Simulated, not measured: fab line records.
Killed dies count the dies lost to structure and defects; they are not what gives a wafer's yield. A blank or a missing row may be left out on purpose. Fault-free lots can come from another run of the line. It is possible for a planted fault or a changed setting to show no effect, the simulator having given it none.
Which tool was responsible? || flow sky130 || 33 wafers from 11 lots sampled at 2 of the route's 708 steps

== WHAT EACH GAUGE READ, for each wafer ==
SKY_POLY_GATE_THK_MEAS_01.
{"lot": "L543", "measured": "day 13 17:48", "on": "film metro-04", "POLY_GATE_CVD_00_THK (nm)": "180.4 180.4 179.6"}
{"lot": "L544", "measured": "day 14 07:32", "on": "film metro-02", "POLY_GATE_CVD_00_THK (nm)": "178.8 178.4 177.6"}
{"lot": "L545", "measured": "day 14 19:57", "on": "film metro-01", "POLY_GATE_CVD_00_THK (nm)": "178.9 180.6 178.7"}
{"lot": "L546", "measured": "day 15 04:10", "on": "film metro-01", "POLY_GATE_CVD_00_THK (nm)": "179.3 181.4 181.2"}
{"lot": "L547", "measured": "day 15 08:55", "on": "film metro-01", "POLY_GATE_CVD_00_THK (nm)": "178.1 178.7 178.3"}
{"lot": "L554", "measured": "day 18 01:03", "on": "film metro-02", "POLY_GATE_CVD_00_THK (nm)": "163.3 168.1 171.4"}
{"lot": "L555", "measured": "day 18 10:10", "on": "film metro-02", "POLY_GATE_CVD_00_THK (nm)": "169.6 167.6 157.8"}
{"lot": "L563", "measured": "day 21 06:33", "on": "film metro-04", "POLY_GATE_CVD_00_THK (nm)": "181.0 182.0 182.6"}
{"lot": "L564", "measured": "day 21 14:59", "on": "film metro-04", "POLY_GATE_CVD_00_THK (nm)": "179.2 178.5 178.3"}
{"lot": "L565", "measured": "day 21 17:34", "on": "film metro-02", "POLY_GATE_CVD_00_THK (nm)": "182.2 182.3 180.8"}
{"lot": "L566", "measured": "day 22 04:48", "on": "film metro-01", "POLY_GATE_CVD_00_THK (nm)": "178.1 181.6 181.1"}

== EACH LOT AND THE TOOL THAT RAN IT (in order: tool; ch and the chambers of the sampled wafers; start) ==
{"lot": "L543", "SKY_POLY_GATE_CVD_00": "lpcvd-01 ch 1, day 13 16:35"}
{"lot": "L544", "SKY_POLY_GATE_CVD_00": "lpcvd-01 ch 1, day 14 06:20"}
{"lot": "L545", "SKY_POLY_GATE_CVD_00": "lpcvd-01 ch 0, day 14 18:43"}
{"lot": "L546", "SKY_POLY_GATE_CVD_00": "lpcvd-01 ch 1, day 15 02:56"}
{"lot": "L547", "SKY_POLY_GATE_CVD_00": "lpcvd-01 ch 0, day 15 07:42"}
{"lot": "L554", "SKY_POLY_GATE_CVD_00": "lpcvd-01 ch 1, day 17 23:14"}
{"lot": "L555", "SKY_POLY_GATE_CVD_00": "lpcvd-01 ch 1, day 18 08:58"}
{"lot": "L563", "SKY_POLY_GATE_CVD_00": "lpcvd-01 ch 1, day 21 05:20"}
{"lot": "L564", "SKY_POLY_GATE_CVD_00": "lpcvd-01 ch 0, day 21 13:47"}
{"lot": "L565", "SKY_POLY_GATE_CVD_00": "lpcvd-01 ch 0, day 21 16:21"}
{"lot": "L566", "SKY_POLY_GATE_CVD_00": "lpcvd-01 ch 0, day 22 03:35"}
- SKY_POLY_GATE_CVD_00: deposits poly-Si, target thk 180 nm, time 720 s.

== THE ANSWER, worked out from the rows above alone ==
Rule: the usual values come from the lots themselves. Put in order of their means at a reading, lots are off if they are a third of the lots or fewer, leave a main group of 4 or more, and stand apart from it by a gap of 3 or more times the standard deviation of the main group's means; of several such gaps the widest counts. The tables above print the reading to a certain number of digits; a main group whose means all agree to those digits is not used. Also off: a lot with no number at a reading for which 4 or more lots have one. Where the step has rows for the other lots, those lots are counted as sound.
Off: L554, L555, at SKY_POLY_GATE_THK_MEAS_01 (POLY_GATE_CVD_00_THK). Mean 179.9 nm and standard deviation 1.3 in the main group.
A tool fits if, at a process step before that reading, it ran every lot that is off, and no sound lot after the first of them. Gauges at SKY_POLY_GATE_THK_MEAS_01: tried the same way as those tools. Of those tried, none fits.

== WHAT WAS PUT IN BY THE SIMULATOR ==
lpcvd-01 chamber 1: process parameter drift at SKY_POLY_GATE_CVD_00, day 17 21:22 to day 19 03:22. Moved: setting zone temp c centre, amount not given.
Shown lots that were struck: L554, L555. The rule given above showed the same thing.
